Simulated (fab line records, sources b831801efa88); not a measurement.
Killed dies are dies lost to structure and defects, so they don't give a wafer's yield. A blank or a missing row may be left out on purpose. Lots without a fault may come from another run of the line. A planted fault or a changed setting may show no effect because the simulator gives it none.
fab line records | flow gf180mcu
record lots=24 wafers=72 last_day=34
route steps=602 shown PSD@255 SAB@277 SALICIDE@282 CONTACT@290 V5@541
lots that met no fault: from a run of the same line without faults
start_h: hours from the record's first day to the start of the lot's first wafer shown | wait_h: hours since the lot's step before | " the same as in the row above | L1.1+2: a row that stands for several wafers | - no value, or no start given | * or withheld: withheld | < > ~ a bound
route shown NAME@n: a module of which the file shows steps, and the number in the route of the first | usual: mean/standard deviation of fault-free wafers | same: alike in all rows | chamber/n: place in a boat | sites: the reading at each site | _std_site: their standard deviation | _edge_site: outer sites' mean less inner sites' | radius_mm: how far each site lies from the wafer's centre | mask NAME#n: copy n | behind: the tool/chamber that last shaped the wafer | hold: why the lot was held/for how many hours/how that ended | device: the transistor (n, p or np) that didn't switch | end of line: the same wafers' tests at the end of the route | a step without rows: its recipe alone | killed: dies lost to structure and defects at the first sort, not the wafer's yield | map: a wafer's dies, x killed, . not, _ none there
set.NAME: the setting as run; set.NAME@STEP: as run at that earlier step | model.NAME: the simulator's own value behind a step, which no gauge read
steps of the route over a sample of lots; a table a step, a row a wafer
services: from which hour (start_h, from the record's first day; less than 0 if before it) a tool's chamber was out of use, for how many hours, and why
## steps
# step GF_PSD_CD_MEAS_07
# recipe target_cd_nm=400
# usual cd_nm=400.0/2.1
# columns lot.wafer tool chamber start_h wait_h cd_nm
L074.2 cd_sem-01 - 317.04 0.1 402.6
L074.3 " - " " 403.3
L074.5 " - " " 402.6
L075.2 cd_sem-02 - 321.90 0.1 401.8
L075.3 " - " " 401.4
L075.6 " - " " 401.3
L076.1 cd_sem-01 - 335.37 0.1 402.0
L076.4 " - " " 403.4
L076.6 " - " " 401.7
L077.1 cd_sem-02 - 340.60 0.2 396.6
L077.2 " - " " 395.1
L077.6 " - " " 396.3
L078.2 cd_sem-01 - 346.64 0.1 401.7
L078.3 " - " " 400.9
L078.6 " - " " 404.5
L079.4 cd_sem-02 - 359.84 0.1 403.5
L079.5 " - " " 401.0
L079.6 " - " " 400.1
L080.4 cd_sem-02 - 363.83 0.1 400.5
L080.5 " - " " 403.7
L080.6 " - " " 403.7
L081.2 cd_sem-02 - 375.14 0.1 396.6
L081.4 " - " " 398.3
L081.6 " - " " 400.3
L082.1 cd_sem-01 - 383.42 0.1 400.5
L082.2 " - " " 399.5
L082.6 " - " " 400.3
L083.1 cd_sem-01 - 396.63 0.1 400.4
L083.4 " - " " 400.1
L083.5 " - " " 399.9
L084.4 cd_sem-01 - 404.04 0.1 399.7
L084.5 " - " " 401.1
L084.6 " - " " 398.3
L085.1 cd_sem-02 - 412.67 0.1 398.2
L085.4 " - " " 400.4
L085.5 " - " " 399.5
L086.1 cd_sem-02 - 420.67 0.2 398.7
L086.5 " - " " 397.3
L086.6 " - " " 398.8
L087.1 cd_sem-02 - 428.84 0.2 400.0
L087.3 " - " " 400.4
L087.5 " - " " 403.5
L088.2 cd_sem-02 - 436.39 0.3 400.6
L088.4 " - " " 399.5
L088.5 " - " " 400.1
L089.4 cd_sem-02 - 441.88 0.1 394.6
L089.5 " - " " 397.9
L089.6 " - " " 395.7
L090.3 cd_sem-02 - 455.21 0.1 401.1
L090.5 " - " " 402.1
L090.6 " - " " 400.8
L091.1 cd_sem-02 - 462.97 0.1 400.1
L091.4 " - " " 398.1
L091.5 " - " " 398.1
L092.4 cd_sem-02 - 472.03 0.1 401.3
L092.5 " - " " 401.1
L092.6 " - " " 400.1
L093.1 cd_sem-02 - 478.88 0.1 398.2
L093.3 " - " " 399.3
L093.4 " - " " 399.9
L094.3 cd_sem-02 - 490.92 4.8 398.3
L094.4 " - " " 400.2
L094.5 " - " " 400.7
L095.1 cd_sem-02 - 493.38 0.1 396.0
L095.5 " - " " 396.4
L095.6 " - " " 397.4
L096.4 cd_sem-02 - 500.31 0.2 399.5
L096.5 " - " " 399.4
L096.6 " - " " 398.8
L097.2 cd_sem-02 - 513.15 0.1 397.6
L097.4 " - " " 399.4
L097.5 " - " " 399.2
# step GF_SAB_STRIP_13
# recipe chemistry=O2/N2 power_w=1400 pressure_mtorr=1500 platen_temp_c=250 o2_flow_sccm=3000 n2_flow_sccm=300 overash_fraction=0.5
# usual drypump_motor_current_A=5.9/0.47 heater_power_w=352/37 oes_product_au=0.709/0.0045 strip_time_to_endpoint_s=12.61/0.037
# columns lot.wafer tool chamber start_h wait_h drypump_motor_current_A heater_power_w oes_product_au rf_hours_counter_h strip_time_to_endpoint_s
L074.2 plasma_asher-03 1 338.98 0.0 6.7 374 0.718 55 12.62
L074.3 " 0 " " 6.3 346 0.710 - 12.63
L074.5 " 1 " " 6.7 381 0.705 - 12.57
L075.2 plasma_asher-03 1 343.92 0.0 6.7 371 0.705 56 12.62
L075.3 " 0 " " 6.3 350 0.711 - 12.63
L075.6 " 1 " " 6.7 378 0.719 - 12.61
L076.1 plasma_asher-03 0 357.34 0.0 6.3 345 0.707 57 12.63
L076.4 " 0 " " 6.3 354 0.708 - 12.64
L076.6 " 0 " " 6.3 346 0.704 - 12.59
L077.1 plasma_asher-03 1 363.44 0.0 6.7 368 0.711 57 12.63
L077.2 " 0 " " 6.3 351 0.709 57 12.67
L077.6 " 0 " " 6.3 352 0.707 - 12.62
L078.2 plasma_asher-04 1 369.09 0.0 5.3 293 0.708 78 12.55
L078.3 " 1 " " 5.3 297 0.703 - 12.55
L078.6 " 0 " " 6.0 364 0.712 - 12.57
L079.4 plasma_asher-04 0 383.11 0.0 6.0 367 0.706 - 12.62
L079.5 " 1 " " 5.3 296 0.707 - 12.61
L079.6 " 0 " " 6.0 364 0.706 - 12.60
L080.4 plasma_asher-04 1 386.32 0.0 5.3 294 0.704 - 12.60
L080.5 " 1 " " 5.3 287 0.712 - 12.64
L080.6 " 0 " " 6.0 368 0.711 - 12.61
L081.2 plasma_asher-04 1 398.17 0.0 5.3 291 0.709 81 12.56
L081.4 " 0 " " 6.0 370 0.716 - 12.61
L081.6 " 1 " " 5.3 289 0.710 - 12.59
L082.1 plasma_asher-02 0 407.74 0.0 5.6 334 0.710 72 12.69
L082.2 " 1 " " 5.5 407 0.712 72 12.61
L082.6 " 0 " " 5.6 343 0.708 - 12.63
L083.1 plasma_asher-03 0 421.42 0.0 6.3 348 0.713 63 12.55
L083.4 " 1 " " 6.7 380 0.717 - 12.51
L083.5 " 0 " " 6.3 342 0.705 - 12.57
L084.4 plasma_asher-04 0 429.06 0.0 6.0 373 0.708 - 12.63
L084.5 " 0 " " 6.0 373 0.705 - 12.66
L084.6 " 1 " " 5.3 301 0.710 - 12.64
L085.1 plasma_asher-03 0 437.89 0.0 6.3 355 0.707 65 12.64
L085.4 " 0 " " 6.3 350 0.707 - 12.60
L085.5 " 1 " " 6.7 379 0.714 - 12.65
L086.1 plasma_asher-02 0 446.65 0.0 5.6 311 0.712 2 12.60
L086.5 " 1 " " 5.5 398 0.711 - 12.59
L086.6 " 0 " " 5.6 319 0.713 - 12.62
L087.1 plasma_asher-04 1 453.64 0.0 5.3 284 0.709 87 12.60
L087.3 " 1 " " 5.3 286 0.713 - 12.65
L087.5 " 1 " " 5.3 292 0.705 - 12.65
L088.2 plasma_asher-02 0 461.57 0.0 5.6 323 0.712 3 12.64
L088.4 " 1 " " 5.6 408 0.710 - 12.64
L088.5 " 0 " " 5.6 308 0.704 - 12.65
L089.4 plasma_asher-02 0 466.91 0.0 5.6 323 0.712 - 12.60
L089.5 " 0 " " 5.6 317 0.702 - 12.68
L089.6 " 1 " " 5.5 397 0.716 - 12.62
L090.3 plasma_asher-02 0 480.21 0.0 5.6 314 0.703 - 12.64
L090.5 " 0 " " 5.6 320 0.710 - 12.63
L090.6 " 1 " " 5.6 409 0.713 - 12.64
L091.1 plasma_asher-02 0 491.79 0.0 5.6 320 0.716 6 12.64
L091.4 " 1 " " 5.5 392 0.707 - 12.69
L091.5 " 1 " " 5.5 399 0.706 - 12.66
L092.4 plasma_asher-02 1 496.81 0.0 5.5 413 0.717 - 12.58
L092.5 " 0 " " 5.6 311 0.707 - 12.55
L092.6 " 1 " " 5.6 392 0.705 - 12.66
L093.1 plasma_asher-04 0 501.42 0.0 6.1 375 0.708 92 12.58
L093.3 " 0 " " 6.1 370 0.711 - 12.58
L093.4 " 1 " " 5.3 299 0.715 - 12.56
L094.3 plasma_asher-02 1 513.89 0.0 5.6 416 0.710 - 12.61
L094.4 " 0 " " 5.6 326 0.713 - 12.60
L094.5 " 1 " " 5.6 401 0.717 - 12.63
L095.1 plasma_asher-03 1 517.54 0.0 6.7 378 0.713 73 12.61
L095.5 " 1 " " 6.7 377 0.708 - 12.62
L095.6 " 0 " " 6.3 347 0.702 - 12.64
L096.4 plasma_asher-02 0 524.46 0.0 5.6 309 0.707 - 12.63
L096.5 " 0 " " 5.6 317 0.704 - 12.66
L096.6 " 1 " " 5.6 406 0.710 - 12.61
L097.2 plasma_asher-03 0 537.25 0.0 6.3 350 0.718 75 12.59
L097.4 " 0 " " 6.3 351 0.710 - 12.57
L097.5 " 0 " " 6.3 366 0.706 - 12.55
# step GF_SALICIDE_RS_MEAS_04
# recipe thk_meas_gauge=four-point-probe reads=TiN_of_SALICIDE_SPUTTER_03+Co_of_SALICIDE_SPUTTER_02
# usual SALICIDE_TIN_RS=16.4/0.32
# columns lot.wafer tool chamber start_h wait_h SALICIDE_TIN_RS[ohm/sq]
L074.2 film_metro-02 - 339.28 0.0 15.9
L074.3 " - " " 16.1
L074.5 " - " " 16.1
L075.2 film_metro-04 - 344.28 0.1 16.6
L075.3 " - " " 16.5
L075.6 " - " " 16.6
L076.1 film_metro-04 - 357.58 0.0 16.1
L076.4 " - " " 16.1
L076.6 " - " " 16.1
L077.1 film_metro-01 - 363.68 0.0 16.5
L077.2 " - " " 16.5
L077.6 " - " " 16.4
L078.2 film_metro-01 - 369.35 0.0 16.0
L078.3 " - " " 15.8
L078.6 " - " " 16.0
L079.4 film_metro-04 - 383.38 0.1 16.1
L079.5 " - " " 16.5
L079.6 " - " " 16.4
L080.4 film_metro-04 - 386.59 0.1 16.3
L080.5 " - " " 16.1
L080.6 " - " " 16.4
L081.2 film_metro-04 - 398.44 0.0 16.4
L081.4 " - " " 16.2
L081.6 " - " " 16.4
L082.1 film_metro-04 - 407.97 0.0 15.9
L082.2 " - " " 16.4
L082.6 " - " " 16.2
L083.1 film_metro-01 - 421.66 0.0 16.4
L083.4 " - " " 16.5
L083.5 " - " " 16.0
L084.4 film_metro-01 - 429.33 0.1 16.6
L084.5 " - " " 16.3
L084.6 " - " " 16.7
L085.1 film_metro-01 - 438.14 0.0 16.5
L085.4 " - " " 16.5
L085.5 " - " " 16.3
L086.1 film_metro-02 - 446.94 0.0 16.5
L086.5 " - " " 15.9
L086.6 " - " " 16.2
L087.1 film_metro-01 - 453.96 0.0 16.0
L087.3 " - " " 16.5
L087.5 " - " " 16.1
L088.2 film_metro-04 - 461.84 0.0 16.1
L088.4 " - " " 16.1
L088.5 " - " " 16.1
L089.4 film_metro-02 - 467.17 0.1 16.6
L089.5 " - " " 16.4
L089.6 " - " " 16.7
L090.3 film_metro-01 - 480.45 0.1 16.6
L090.5 " - " " 16.3
L090.6 " - " " 16.5
L091.1 film_metro-01 - 492.03 0.0 16.7
L091.4 " - " " 16.6
L091.5 " - " " 16.4
L092.4 film_metro-01 - 497.07 0.1 16.3
L092.5 " - " " 15.9
L092.6 " - " " 15.9
L093.1 film_metro-04 - 501.66 0.0 16.3
L093.3 " - " " 16.3
L093.4 " - " " 16.6
L094.3 film_metro-01 - 514.17 0.1 16.2
L094.4 " - " " 16.5
L094.5 " - " " 16.1
L095.1 film_metro-01 - 517.78 0.0 16.9
L095.5 " - " " 16.6
L095.6 " - " " 16.7
L096.4 film_metro-04 - 524.72 0.1 16.9
L096.5 " - " " 17.1
L096.6 " - " " 16.9
L097.2 film_metro-01 - 537.51 0.0 17.3
L097.4 " - " " 17.0
L097.5 " - " " 17.1
# step GF_SALICIDE_THK_MEAS_05
# recipe thk_meas_gauge=xrf reads=TiN_of_SALICIDE_SPUTTER_03
# usual SALICIDE_TIN_THK=20.0/0.31
# columns lot.wafer tool chamber start_h wait_h SALICIDE_TIN_THK[nm]
L074.2 film_metro-02 - 339.39 0.1 20.3
L074.3 " - " " 19.9
L074.5 " - " " 19.9
L075.2 film_metro-04 - 344.39 0.1 19.9
L075.3 " - " " 19.8
L075.6 " - " " 19.9
L076.1 film_metro-04 - 357.70 0.1 20.1
L076.4 " - " " 20.1
L076.6 " - " " 20.0
L077.1 film_metro-01 - 363.80 0.1 20.0
L077.2 " - " " 20.0
L077.6 " - " " 20.1
L078.2 film_metro-01 - 369.46 0.1 19.8
L078.3 " - " " 20.0
L078.6 " - " " 20.0
L079.4 film_metro-04 - 383.47 0.1 20.1
L079.5 " - " " 19.7
L079.6 " - " " 20.0
L080.4 film_metro-04 - 386.68 0.1 20.4
L080.5 " - " " 20.1
L080.6 " - " " 20.5
L081.2 film_metro-04 - 398.55 0.1 20.0
L081.4 " - " " 20.1
L081.6 " - " " 19.9
L082.1 film_metro-04 - 408.09 0.1 20.0
L082.2 " - " " 20.0
L082.6 " - " " 20.0
L083.1 film_metro-01 - 421.78 0.1 20.1
L083.4 " - " " 19.9
L083.5 " - " " 20.1
L084.4 film_metro-01 - 429.42 0.1 19.4
L084.5 " - " " 19.6
L084.6 " - " " 19.5
L085.1 film_metro-01 - 438.26 0.1 20.4
L085.4 " - " " 20.2
L085.5 " - " " 20.3
L086.1 film_metro-02 - 447.06 0.1 20.2
L086.5 " - " " 20.6
L086.6 " - " " 19.5
L087.1 film_metro-01 - 454.08 0.1 19.9
L087.3 " - " " 19.9
L087.5 " - " " 19.9
L088.2 film_metro-04 - 461.95 0.1 20.1
L088.4 " - " " 20.1
L088.5 " - " " 20.1
L089.4 film_metro-02 - 467.26 0.1 20.3
L089.5 " - " " 20.3
L089.6 " - " " 19.5
L090.3 film_metro-01 - 480.55 0.1 20.4
L090.5 " - " " 20.7
L090.6 " - " " 20.4
L091.1 film_metro-01 - 492.15 0.1 20.5
L091.4 " - " " 19.9
L091.5 " - " " 19.9
L092.4 film_metro-01 - 497.16 0.1 20.6
L092.5 " - " " 20.6
L092.6 " - " " 19.8
L093.1 film_metro-04 - 501.78 0.1 20.2
L093.3 " - " " 19.2
L093.4 " - " " 20.0
L094.3 film_metro-01 - 514.27 0.1 19.4
L094.4 " - " " 20.1
L094.5 " - " " 20.2
L095.1 film_metro-01 - 517.90 0.1 19.6
L095.5 " - " " 19.7
L095.6 " - " " 19.6
L096.4 film_metro-04 - 524.81 0.1 19.8
L096.5 " - " " 19.5
L096.6 " - " " 20.0
L097.2 film_metro-01 - 537.62 0.1 19.7
L097.4 " - " " 20.2
L097.5 " - " " 20.2
# step GF_CONTACT_THK_MEAS_03
# recipe reads=SiO2_of_CONTACT_CVD_02
# usual CONTACT_CVD_02_THK=861/14
# columns lot.wafer tool chamber start_h wait_h CONTACT_CVD_02_THK[nm]
L074.2 film_metro-04 - 339.92 0.0 863
L074.3 " - " " 848
L074.5 " - " " 879
L075.2 film_metro-03 - 344.92 0.0 841
L075.3 " - " " 859
L075.6 " - " " 879
L076.1 film_metro-02 - 358.23 0.0 850
L076.4 " - " " 874
L076.6 " - " " 861
L077.1 film_metro-04 - 364.33 0.0 856
L077.2 " - " " 849
L077.6 " - " " 874
L078.2 film_metro-03 - 370.00 0.0 873
L078.3 " - " " 865
L078.6 " - " " 874
L079.4 film_metro-02 - 384.01 0.0 850
L079.5 " - " " 865
L079.6 " - " " 850
L080.4 film_metro-02 - 387.22 0.0 841
L080.5 " - " " 865
L080.6 " - " " 867
L081.2 film_metro-04 - 399.11 0.1 866
L081.4 " - " " 874
L081.6 " - " " 891
L082.1 film_metro-04 - 408.62 0.0 836
L082.2 " - " " 853
L082.6 " - " " 859
L083.1 film_metro-02 - 422.31 0.0 854
L083.4 " - " " 855
L083.5 " - " " 870
L084.4 film_metro-02 - 429.95 0.0 868
L084.5 " - " " 852
L084.6 " - " " 855
L085.1 film_metro-03 - 438.79 0.0 856
L085.4 " - " " 871
L085.5 " - " " 879
L086.1 film_metro-03 - 447.78 0.0 872
L086.5 " - " " 878
L086.6 " - " " 866
L087.1 film_metro-03 - 454.70 0.0 858
L087.3 " - " " 850
L087.5 " - " " 884
L088.2 film_metro-04 - 462.49 0.0 846
L088.4 " - " " 849
L088.5 " - " " 856
L089.4 film_metro-04 - 467.88 0.0 879
L089.5 " - " " 859
L089.6 " - " " 892
L090.3 film_metro-04 - 481.08 0.1 877
L090.5 " - " " 896
L090.6 " - " " 882
L091.1 film_metro-03 - 492.82 0.0 841
L091.4 " - " " 856
L091.5 " - " " 839
L092.4 film_metro-03 - 497.69 0.0 868
L092.5 " - " " 874
L092.6 " - " " 882
L093.1 film_metro-03 - 502.31 0.0 845
L093.3 " - " " 862
L093.4 " - " " 855
L094.3 film_metro-04 - 514.85 0.1 865
L094.4 " - " " 876
L094.5 " - " " 879
L095.1 film_metro-04 - 518.51 0.0 874
L095.5 " - " " 860
L095.6 " - " " 890
L096.4 film_metro-02 - 525.43 0.0 880
L096.5 " - " " 868
L096.6 " - " " 881
L097.2 film_metro-02 - 538.15 0.0 842
L097.4 " - " " 863
L097.5 " - " " 857
# step GF_V5_THK_MEAS_01
# recipe reads=SiO2_of_V5_CVD_00
# usual V5_CVD_00_THK=302/4.2
# columns lot.wafer tool chamber start_h wait_h V5_CVD_00_THK[nm]
L074.2 film_metro-01 - 608.21 0.0 308
L074.3 " - " " 302
L074.5 " - " " 302
L075.2 film_metro-01 - 614.05 0.0 302
L075.3 " - " " 294
L075.6 " - " " 299
L076.1 film_metro-01 - 624.85 0.0 300
L076.4 " - " " 307
L076.6 " - " " 303
L077.1 film_metro-03 - 633.75 0.0 303
L077.2 " - " " 304
L077.6 " - " " 304
L078.2 film_metro-03 - 635.11 0.0 293
L078.3 " - " " 295
L078.6 " - " " 295
L079.4 film_metro-01 - 648.19 0.0 304
L079.5 " - " " 303
L079.6 " - " " 303
L080.4 film_metro-02 - 653.91 0.0 298
L080.5 " - " " 300
L080.6 " - " " 296
L081.2 film_metro-01 - 659.26 0.0 306
L081.4 " - " " 309
L081.6 " - " " 304
L082.1 film_metro-02 - 668.55 0.0 297
L082.2 " - " " 299
L082.6 " - " " 303
L083.1 film_metro-01 - 680.01 0.0 305
L083.4 " - " " 304
L083.5 " - " " 303
L084.4 film_metro-01 - 683.04 0.0 301
L084.5 " - " " 305
L084.6 " - " " 302
L085.1 film_metro-03 - 696.67 0.0 303
L085.4 " - " " 300
L085.5 " - " " 307
L086.1 film_metro-03 - 700.73 0.0 297
L086.5 " - " " 297
L086.6 " - " " 294
L087.1 film_metro-03 - 703.31 0.0 303
L087.3 " - " " 303
L087.5 " - " " 309
L088.2 film_metro-01 - 711.56 0.0 300
L088.4 " - " " 294
L088.5 " - " " 299
L089.4 film_metro-01 - 716.51 0.0 310
L089.5 " - " " 310
L089.6 " - " " 305
L090.3 film_metro-03 - 722.59 0.0 302
L090.5 " - " " 305
L090.6 " - " " 308
L091.1 film_metro-03 - 733.40 0.0 296
L091.4 " - " " 298
L091.5 " - " " 293
L092.4 film_metro-03 - 736.77 0.0 303
L092.5 " - " " 305
L092.6 " - " " 304
L093.1 film_metro-02 - 740.65 0.0 305
L093.3 " - " " 305
L093.4 " - " " 307
L094.3 film_metro-02 - 748.77 0.0 299
L094.4 " - " " 299
L094.5 " - " " 293
L095.1 film_metro-02 - 753.45 0.0 303
L095.5 " - " " 307
L095.6 " - " " 305
L096.4 film_metro-02 - 758.28 0.0 301
L096.5 " - " " 296
L096.6 " - " " 303
L097.2 film_metro-03 - 765.23 0.1 303
L097.4 " - " " 302
L097.5 " - " " 304
## services
# columns tool chamber start_h hours kind
plasma_asher-04 - 327.30 4.3 pm
plasma_asher-02 - 421.25 9.0 pm
plasma_asher-02 0 421.25 9.0 vent_cycle
plasma_asher-02 1 421.25 9.0 vent_cycle
plasma_asher-02 0 430.25 - clean
plasma_asher-02 1 430.25 - clean
plasma_asher-04 - 434.64 5.0 repair
plasma_asher-02 - 481.58 2.8 pm
plasma_asher-03 - 492.00 4.3 repair
## key
fault none
